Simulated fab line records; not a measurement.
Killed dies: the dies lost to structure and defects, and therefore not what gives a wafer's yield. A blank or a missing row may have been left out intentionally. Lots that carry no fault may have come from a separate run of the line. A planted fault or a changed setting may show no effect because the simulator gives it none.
A single fault, viewed from 2 desks	flow gf180mcu	only its own numbers are on each desk; what lay behind them is given at the end

== METROLOGY DESK ==
What the gauges read for every lot (on any tool): the sampled wafers with a number, averaged. A lot is out of limits, marked OUT, if its mean lies more than 4 standard deviations from the usual mean; the brackets give that distance.
Columns: A = STI_OXIDATION_THK at GF_STI_THK_MEAS_02, usual 9.98 nm; B = STI_CVD_23_THK at GF_STI_THK_MEAS_24, usual 646 nm
lot	first seen here	A	B
L501	day 1 11:55	9.92	645
L502	day 1 17:55	10.23	648
L503	day 1 21:58	10.18	652
L504	day 2 02:43	9.88	648
L505	day 2 07:31	10.07	647
L514	day 4 04:31	9.85	640
L519	day 5 08:10	9.72	647
L520	day 5 12:06	9.95	648
L521	day 5 15:49	10.07	646
L522	day 5 20:55	9.76	646
L523	day 6 01:32	10.13	652
L524	day 6 06:55	9.74	651
Result from this desk: across the 12 lots, nothing is out of limits.

== AT THE TOOL OWNER'S DESK: rie si-02 ==
The tool's own readings at GF_STI_ETCH_14 (etches Si in HBr/Cl2/O2, target depth 360 nm, time 102.9 s): means of the sampled wafers that have a number, for each lot that ran on this tool. A lot is out of limits, marked OUT, if its mean lies more than 4 standard deviations from the usual mean; the brackets give that distance.
Columns: A = bias w at GF_STI_ETCH_14, usual 150.0 W; B = drypump motor current A at GF_STI_ETCH_14, usual 5.3 A; C = oes product au at GF_STI_ETCH_14, usual 0.996 a.u.; D = run length s at GF_STI_ETCH_14, usual 131.0 s; E = throttle valve pct at GF_STI_ETCH_14, usual 25.660 %
lot	first seen here	A	B	C	D	E
L501	day 2 01:46	150.1	5.3	0.992	130.9	25.658
L502	day 2 07:28	150.2	5.2	0.994	131.0	25.666
L503	day 2 12:06	150.0	5.1	0.999	130.9	25.666
L504	day 2 17:29	150.7	5.4	0.995	132.2	25.658
L505	day 2 21:51	149.8	5.5	0.988	135.3 (+14) OUT	25.665
L519	day 6 00:57	150.4	5.5	0.996	131.1	25.652
L522	day 6 14:19	149.8	5.3	1.005	130.9	25.661
L523	day 6 19:17	150.0	5.1	0.997	130.9	25.652
L524	day 6 23:52	149.8	5.2	0.990	131.2	25.664
This desk finds L505 out of limits, L505 being first, at day 2 21:51 (run length s at GF_STI_ETCH_14). Within limits: L501, L502, L503, L504, L519, L522, L523, L524.

== PUT TOGETHER ==
An alarm could have come from the tool owner's desk at day 2 21:51, on L505.
From the metrology desk's view, nothing was out of limits.
The metrology desk has L505 on record, within its limits.
All the named lots went through GF_STI_ETCH_14 on rie si-02.

== WHAT HAD BEEN PUT IN BY THE SIMULATOR ==
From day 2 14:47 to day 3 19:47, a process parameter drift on rie si-02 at GF_STI_ETCH_14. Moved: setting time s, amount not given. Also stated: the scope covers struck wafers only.
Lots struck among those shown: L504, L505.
Time in hours from fault onset to the first out-of-limits reading at each desk: the tool owner's desk, 7.
